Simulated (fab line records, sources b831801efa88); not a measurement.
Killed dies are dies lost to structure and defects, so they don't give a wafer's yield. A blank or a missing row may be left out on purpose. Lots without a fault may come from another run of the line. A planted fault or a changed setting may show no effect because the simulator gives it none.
A struck lot beside a sound one | flow gf180mcu | 17 steps out of a route of 602
Sound: wafers L202.3, L202.5, L202.6. Struck: wafer L208.2. (L208.4 of the same lot was not struck and is left out.) The cause comes at the end.
At each step with rows: each side's tool, then ch and its chambers, then its first start. Under that, the readings that differ: sound wafers | struck wafers | difference of the means | sigmas: that difference in standard deviations of wafers without a fault.
alike: readings whose means differ by less than 2 such deviations, and words and numbers that are the same on both sides. not compared: withheld readings, readings that some wafer has no value for, bounds like >300 that may hide the same value, and numbers for which the record gives no deviation and whose values overlap.
The two part at a step that has a row with sigmas, a row that says differs or no value, or rows on one side only. Numbers that don't overlap but have no deviation are shown without sigmas and don't part them. A reading that every wafer of one side lacks parts them only if that side has two wafers or more.

first, 3 steps without rows for these wafers: GF_V4_EXPOSE_11 (exposes mask Via4, target cd 260 nm); GF_V4_PEB_12 (peb time 90 s); GF_V4_DEVELOP_13 (develop time 60 s).
GF_V4_CD_MEAS_14: target cd 260 nm.
  sound on cd_sem-01, day 25 23:40; struck on cd_sem-02, day 27 15:37
  alike: cd_nm
GF_V4_OVL_MEAS_15:
  sound on overlay-01, day 25 23:45; struck on overlay-01, day 27 15:43
  alike: V4_OVL
GF_V4_ETCH_16: etches BARC in N2/H2.
  sound on rie_diel-04 ch 1,2, day 25 23:46; struck on rie_diel-04 ch 0, day 27 15:45
  reading               | sound             | struck | difference | sigmas
  oes_product_au (a.u.) | 0.852 0.857 0.844 | 0.864  | +0.013     | +3
  alike: drypump_motor_current_A, throttle_valve_pct
GF_V4_ETCH_17: etches SiO2 in C4F8/O2/Ar, stops on TiN, target depth 630 nm.
  sound on rie_diel-04 ch 1,2; struck on rie_diel-04 ch 0
  alike: oes_product_au
GF_V4_STRIP_18: strips in O2/N2.
  sound on plasma_asher-01 ch 0,1, day 25 23:56; struck on plasma_asher-04 ch 1, day 27 15:53
  reading                | sound | struck | difference                   | sigmas
  rf_hours_counter_h (h) | - - - | 22     | no value on the sound wafers |
  alike: drypump_motor_current_A, heater_power_w, oes_product_au
then, 3 steps without rows for these wafers: GF_V4_STRIP_19 (strips in post etch residue remover, time 1200 s); GF_V4_CLEAN_20 (cleans in DIW); GF_V4_SPUTTER_21 (material Ti, target thk 15 nm, time 80.02 s).
GF_V4_SPUTTER_22: material TiN, target thk 10 nm, time 40 s.
  sound on pvd_sputter-04, day 26 00:32; struck on pvd_sputter-04, day 27 16:28
  alike: throttle_valve_pct
GF_V4_CVD_23: deposits W, target thk 350 nm, time 104.9 s.
  sound on cvd_w-01 ch 0,1, day 26 00:36; struck on cvd_w-01 ch 0, day 27 16:31
  reading                          | sound             | struck | difference | sigmas
  chamber_pressure_Torr (Torr)     | 40.13 40.06 40.11 | 39.92  | -0.18      | -2
  model.W_of_V4_CVD_23.thk_nm (nm) | 351.2 346 351.5   | 551    | +201       |
  alike: heater_power_w
GF_V4_RS_MEAS_24: measures by four-point-probe.
  sound on film_metro-03, day 26 00:43; struck on film_metro-01, day 27 16:57
  reading          | sound             | struck | difference | sigmas
  V4_W_RS (ohm/sq) | 0.326 0.331 0.326 | 0.207  | -0.121     | -30
  not compared: hold
GF_V4_THK_MEAS_25: measures by xrf.
  sound on film_metro-03, day 26 00:49; struck on film_metro-01, day 27 19:46
  reading       | sound       | struck | difference | sigmas
  V4_W_THK (nm) | 347 341 348 | 568    | +223       | +32
  not compared: hold
GF_V4_CMP_26: polishes, stops on SiO2, t overpolish 15 s, target thk 0 nm.
  sound on cmp-01 ch 1,2,3, day 26 00:58; struck on cmp-01 ch 3, day 27 21:40
  reading                | sound    | struck                   | difference                   | sigmas
  hold                   | - - -    | await_dispo/1.5h/release | no value on the sound wafers |
  time_to_endpoint_s (s) | 82 82 83 | 131                      | +49                          | +15
  alike: edge_zone_pressure_frac, motor_current_A
GF_MIM_SPUTTER_00: material Ti, target thk 37.5 nm, time 150 s.
  sound on pvd_sputter-02, day 26 01:10; struck on pvd_sputter-02, day 27 21:58
  reading                | sound          | struck | difference | sigmas
  throttle_valve_pct (%) | 27.0 29.8 27.4 | 31.6   | +3.5       | +3

WHERE THEY PART
First at GF_V4_ETCH_16; last, within this record, at GF_MIM_SPUTTER_00.

WHY: what the simulator had put in
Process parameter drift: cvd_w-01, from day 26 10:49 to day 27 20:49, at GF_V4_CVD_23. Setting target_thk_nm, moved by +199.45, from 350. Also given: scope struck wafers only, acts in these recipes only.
